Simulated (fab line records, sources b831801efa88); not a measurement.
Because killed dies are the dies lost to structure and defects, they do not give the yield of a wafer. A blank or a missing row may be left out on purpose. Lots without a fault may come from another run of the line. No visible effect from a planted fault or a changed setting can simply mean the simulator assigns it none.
Matching of chambers ; flow gf180mcu ; GF_V3_CMP_04 on cmp-02 has 4 sister chambers
The step polishes SiO2. 20 wafers are shown with their chamber, then 10 later ones without.

== WAFERS WITH THEIR CHAMBER ==
wafer;chamber;motor_current_A (A);time_to_endpoint_s (s);head_pressure_psi (psi)
L233.1;0;8.6;84;3.996
L233.2;1;12.6;78;4.015
L233.4;2;12.6;89;4.006
L235.1;3;10.7;77;4.019
L235.3;0;7.8;100;3.985
L235.4;1;12.6;83;4.002
L243.3;2;13.5;80;3.989
L243.5;2;12.6;85;4.009
L243.6;3;11.0;85;3.984
L244.2;2;12.1;89;4.009
L244.5;2;13.4;87;4.001
L244.6;3;10.1;93;4.005
L245.1;3;10.5;74;4.003
L245.2;0;7.8;83;3.999
L245.6;1;12.5;81;3.996
L246.2;0;7.9;86;4.011
L246.3;2;13.3;87;3.983
L246.5;1;12.3;83;4.004
L249.1;3;10.3;85;3.999
L249.2;1;12.7;76;3.991

SIGNATURES (means of the wafers above)
reading;chamber 0;chamber 1;chamber 2;chamber 3;scatter within a chamber
motor_current_A;8.025;12.540;12.917;10.520;0.404
time_to_endpoint_s;88.25;80.20;86.17;82.80;5.64
head_pressure_psi;3.99775;4.00160;3.99950;4.00200;0.0109
Rule: a wafer lies at a distance from a chamber equal to the root of the sum of squares, over the readings, of (its reading less the chamber's mean, divided by the reading's scatter). If the next closest chamber is less than 2 further off than the closest, the wafer can't be placed; otherwise it belongs to the closest. The scatter: take each reading less its chamber's mean, square it, sum over the shown wafers, divide by the number of wafers less the number of chambers, and take the root.

== WAFERS MISSING THEIR CHAMBER ==
wafer;motor_current_A (A);time_to_endpoint_s (s);head_pressure_psi (psi)
L249.4;8.0;90;4.004
L248.1;10.1;84;4.004
L248.2;7.8;83;4.019
L248.5;8.2;95;4.007
L251.1;12.4;82;3.999
L251.4;8.0;85;4.005
L251.6;10.1;85;4.002
L252.3;12.7;84;3.993
L252.5;10.8;87;4.008
L252.6;12.7;85;3.997

== WHICH CHAMBER EACH ONE RAN IN ==
wafer;from the rows above;in truth
L249.4;0;0
L248.1;3;3
L248.2;0;0
L248.5;0;0
L251.1;can't be placed: 1 or 2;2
L251.4;0;0
L251.6;3;3
L252.3;can't be placed: 2 or 1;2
L252.5;3;3
L252.6;can't be placed: 2 or 1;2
7 of 10 placed correctly. Unplaceable from these rows: 3, with the true chamber sitting among the candidates in 3. 0 placed wrongly.
